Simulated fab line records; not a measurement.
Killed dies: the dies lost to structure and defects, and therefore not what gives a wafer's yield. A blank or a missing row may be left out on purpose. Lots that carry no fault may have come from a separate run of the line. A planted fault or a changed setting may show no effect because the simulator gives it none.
Matching of chambers ; flow sky130 ; SKY_VIA3_CMP_24 on cmp-01: 4 sister chambers
The step polishes, stops on SiO2, t overpolish 20 s, target thk 0 nm. 18 wafers are shown with their chamber, then 9 later ones without.

EACH WAFER AND ITS CHAMBER
wafer;chamber;retaining-ring-pressure-frac;motor-current-A (A);edge-zone-pressure-frac
L429.2;3;1.000;11.1;1.002
L429.3;0;0.997;11.5;1.005
L429.5;1;0.993;11.1;0.989
L431.1;2;0.996;10.6;1.004
L431.2;3;1.000;11.2;0.992
L431.3;1;0.996;11.0;1.004
L433.2;0;0.994;11.6;1.001
L433.3;1;1.000;11.3;1.004
L433.6;1;0.994;12.0;1.005
L437.1;3;1.006;11.1;0.997
L437.2;2;0.999;10.8;0.999
L437.5;3;1.006;11.3;1.002
L442.1;1;1.006;11.3;0.999
L442.4;2;0.997;11.3;0.998
L442.5;1;1.001;11.0;0.994
L445.1;2;1.002;11.5;1.002
L445.2;0;0.992;11.0;0.996
L445.4;3;1.000;12.3;0.999

SIGNATURES, as means of the wafers listed above
reading;chamber 0;chamber 1;chamber 2;chamber 3;scatter within a chamber
retaining-ring-pressure-frac;0.99433;0.99833;0.99850;1.00240;0.00376
motor-current-A;11.367;11.283;11.050;11.400;0.421
edge-zone-pressure-frac;1.00067;0.99917;1.00075;0.99840;0.00495
Rule: distance of a wafer from a chamber = root of the sum over the readings of ((wafer's reading minus chamber's mean) / reading's scatter) squared. If the next closest chamber is less than 2 further off than the closest, the wafer can't be placed; otherwise it belongs to the closest. How the scatter is found: for the shown wafers, subtract from each reading the mean of its chamber, square and add these, divide the total by (wafers less chambers), then take the root.

WAFERS WHOSE CHAMBER IS MISSING
wafer;retaining-ring-pressure-frac;motor-current-A (A);edge-zone-pressure-frac
L446.2;1.004;11.1;0.995
L446.5;0.996;11.6;0.999
L446.6;0.994;11.4;0.996
L448.2;0.998;11.3;1.001
L448.3;0.994;11.9;0.992
L448.4;1.006;10.5;0.994
L449.2;1.007;10.9;1.007
L449.4;0.995;10.7;1.006
L449.6;1.000;11.7;1.008

THE CHAMBER EACH PASSED THROUGH
wafer;from the rows above;in truth
L446.2;can't be placed: 3 or 1 or 2 or 0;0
L446.5;can't be placed: 0 or 1 or 2 or 3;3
L446.6;can't be placed: 0 or 1 or 2 or 3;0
L448.2;can't be placed: 1 or 2 or 0 or 3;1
L448.3;can't be placed: 0 or 1 or 3 or 2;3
L448.4;can't be placed: 3 or 2 or 1 or 0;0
L449.2;can't be placed: 3 or 2 or 1 or 0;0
L449.4;can't be placed: 2 or 0 or 1 or 3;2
L449.6;can't be placed: 1 or 3 or 2 or 0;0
Correctly placed: 0 of 9. These rows do not allow placing 9 (true chamber among the candidates in 9). Number placed wrongly: 0.
